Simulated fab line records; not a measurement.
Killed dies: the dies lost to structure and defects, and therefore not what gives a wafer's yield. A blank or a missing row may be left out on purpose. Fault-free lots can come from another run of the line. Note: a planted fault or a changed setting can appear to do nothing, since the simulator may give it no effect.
One fault through the eyes of 2 desks || flow sky130 || what lay behind the numbers comes last; until then each desk has only its own

AT THE METROLOGY DESK
Lot by lot, what the gauges showed, no matter which tool ran the lot: averages of those sampled wafers that carry a number. If a lot's mean is further than 4 standard deviations from the usual mean, the lot is out of limits and carries the mark OUT (the distance appears in the brackets).
Columns: A = SONOS_ONO_OXIDATION_THK at SKY_SONOS_ONO_THK_MEAS_01, usual 2.62 nm; B = CONTACT_W_THK at SKY_CONTACT_THK_MEAS_26, usual 337 nm
{"lot": "L832", "first seen here": "day 12 07:08", "A": 2.63, "B": 335}
{"lot": "L833", "first seen here": "day 12 11:45", "A": 2.55, "B": 337}
{"lot": "L834", "first seen here": "day 12 19:53", "A": 2.62, "B": 341}
{"lot": "L838", "first seen here": "day 14 03:48", "A": 2.67, "B": 335}
{"lot": "L839", "first seen here": "day 14 15:20", "A": 2.69, "B": 336}
{"lot": "L840", "first seen here": "day 14 22:24", "A": 2.65, "B": 344}
{"lot": "L841", "first seen here": "day 15 06:44", "A": 2.65, "B": 334}
{"lot": "L845", "first seen here": "day 16 11:21", "A": 2.62, "B": 334}
{"lot": "L846", "first seen here": "day 16 14:13", "A": 2.78, "B": 339}
{"lot": "L848", "first seen here": "day 17 06:39", "A": 2.83, "B": 338}
{"lot": "L850", "first seen here": "day 17 23:11", "A": 2.80, "B": 338}
{"lot": "L853", "first seen here": "day 19 04:25", "A": 2.63, "B": 333}
Result from this desk: across the 12 lots, nothing is out of limits.

FOR THE TOOL OWNER'S DESK: furnace-01
The tool's own readings at SKY_SONOS_ONO_OXIDATION_00 (stabilise 600 s, purge 300 s, target thk 2.6 nm): means of the sampled wafers that have a number, for each lot that ran on this tool. If a lot's mean is further than 4 standard deviations from the usual mean, the lot is out of limits and carries the mark OUT (the distance appears in the brackets).
Columns: A = tube-center-temp-C at SKY_SONOS_ONO_OXIDATION_00, usual 799.99 C
{"lot": "L833", "first seen here": "day 12 10:23", "A": 799.97}
{"lot": "L839", "first seen here": "day 14 13:59", "A": 800.02}
{"lot": "L840", "first seen here": "day 14 21:02", "A": 800.10}
{"lot": "L841", "first seen here": "day 15 05:23", "A": 800.03}
{"lot": "L848", "first seen here": "day 17 05:17", "A": 799.99}
{"lot": "L850", "first seen here": "day 17 21:50", "A": 799.98}
Result from this desk: across the 6 lots, nothing is out of limits.

TAKEN TOGETHER
The metrology desk saw nothing out of limits.
The desk of the tool owner found nothing out of limits.

WHAT THE SIMULATOR HAD INSERTED
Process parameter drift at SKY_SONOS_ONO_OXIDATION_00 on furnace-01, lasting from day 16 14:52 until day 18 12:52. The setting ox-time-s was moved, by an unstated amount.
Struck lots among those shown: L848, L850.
